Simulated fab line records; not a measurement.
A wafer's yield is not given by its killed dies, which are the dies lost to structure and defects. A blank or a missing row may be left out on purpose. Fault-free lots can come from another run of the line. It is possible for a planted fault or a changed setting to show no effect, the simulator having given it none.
A struck lot beside a sound one :: flow sky130 :: 15 steps out of a route of 708
Sound: the wafers L511.2, L511.3, L511.5. Struck: wafers L525.4, L525.5, L525.6. Last of all comes the cause.
Each step with rows lists, per side, the tool, then ch with its chambers, then its first start. Under that, the readings that differ: sound wafers :: struck wafers :: difference of the means :: sigmas: that difference in standard deviations of wafers without a fault.
alike: readings with means less than 2 such deviations apart, plus words and numbers identical on both sides. not compared: withheld readings, readings lacking a value on some wafer, bounds such as >300 that could conceal the same value, and numbers that have no deviation in the record and whose values overlap.
Wherever a step has rows on one side only, a row that says differs or no value, or a row with sigmas, the two part there. When numbers do not overlap yet have no deviation, they are printed without sigmas and do not part them. Lack of a reading on every wafer of one side parts them only where that side has two or more wafers.

first, 3 steps without rows for these wafers: SKY_VIA2_STRIP_17 (strips in post etch residue remover, time 1200 s); SKY_VIA2_CLEAN_18 (cleans in IPA, time 180 s); SKY_VIA2_CLEAN_19 (cleans in O3/DIW).
SKY_VIA2_SPUTTER_20: material TiN, target thk 20 nm, time 80 s.
  sound on pvd-sputter-02, day 37 03:44; struck on pvd-sputter-02, day 41 16:29
  alike: chamber-pressure-pa, throttle-valve-pct
then, 1 step without rows for these wafers: SKY_VIA2_CVD_21 (deposits W, target thk 420 nm, time 126.4 s).
SKY_VIA2_RS_MEAS_22: a four-point-probe measurement.
  sound on film-metro-02, day 37 03:57; struck on film-metro-01, day 41 16:44
  alike: VIA2_W_RS
SKY_VIA2_THK_MEAS_23: measures by xrf.
  sound on film-metro-02, day 37 04:04; struck on film-metro-01, day 41 16:49
  alike: VIA2_W_THK
SKY_VIA2_CMP_24: polishes, stops on SiO2, t overpolish 20 s, target thk 0 nm.
  sound on cmp-01 ch 1,3, day 37 04:10; struck on cmp-01 ch 0,1,2, day 41 17:00
  alike: head-pressure-psi, motor-current-A, overpolish-run-s, time-to-endpoint-s
SKY_METAL3_SPUTTER_00: material Ti, target thk 15 nm, time 10 s.
  sound on pvd-sputter-03, day 37 04:25; struck on pvd-sputter-03, day 41 17:09
  alike: chamber-pressure-pa, throttle-valve-pct
SKY_METAL3_SPUTTER_01: material TiN, target thk 20 nm, time 16.7 s.
  sound on pvd-sputter-03, day 37 04:26; struck on pvd-sputter-03, day 41 17:10
  alike: chamber-pressure-pa, throttle-valve-pct
then, 2 steps without rows for these wafers: SKY_METAL3_SPUTTER_02 (material AlCu, target thk 735 nm, time 39.1 s); SKY_METAL3_SPUTTER_03 (material Ti, target thk 5 nm, time 3.3 s).
SKY_METAL3_SPUTTER_04: material TiN, target thk 70 nm, time 58.3 s.
  sound on pvd-sputter-03, day 37 04:31; struck on pvd-sputter-03, day 41 17:15
reading: chamber-pressure-pa (Pa)
sound: 0.3983 0.4013 0.3998
struck: 0.4425 0.4392 0.4407
difference: +0.0410
sigmas: +48

reading: model.TiN_of_METAL3_SPUTTER_04.thk-nm (nm)
sound: 70.46 70.92 71.21
struck: 67.2 67.82 68.93
difference: -2.9
sigmas: 
  alike: throttle-valve-pct
SKY_CAPM_CVD_00: deposits SiO2, target thk 15.5 nm.
  sound on pecvd-02 ch 0,1, day 37 04:34; struck on pecvd-02 ch 0,1,2, day 41 17:19
  alike: heater-power-outer-w, heater-power-w, rf-fwd-power-W
-- the record jumps here: 8 days lie between the struck wafers' starts before and after (it left off in module CAPM and takes up again in module PAD_OPEN, whose first step shown is number 708 of the route) --
SKY_PAD_OPEN_PROBE_99:
  sound on prober-02, day 46 12:04; struck on prober-02, day 49 21:38
  alike: defect-limited-yield, killed_at_M0_to_M3, killed_at_M4_up, killed-at-contacts, killed-at-front-end, killed-at-other, killed-dies, killed-open, killed-short, sort_bin_3_pad_short, sort_bin_5_function, sort_bin_6_memory, sort-n-pass, sort-yield-pct

== WHERE THEY PART ==
Within this record, at SKY_METAL3_SPUTTER_04 only. Later steps at which nothing parts them and some readings are alike: SKY_CAPM_CVD_00, SKY_PAD_OPEN_PROBE_99.

WHY: what had been put in by the simulator
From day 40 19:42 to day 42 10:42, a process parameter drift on pvd-sputter-03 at SKY_METAL3_SPUTTER_04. Setting chamber-pressure-pa shifted by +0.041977 from 0.4. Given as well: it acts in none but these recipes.
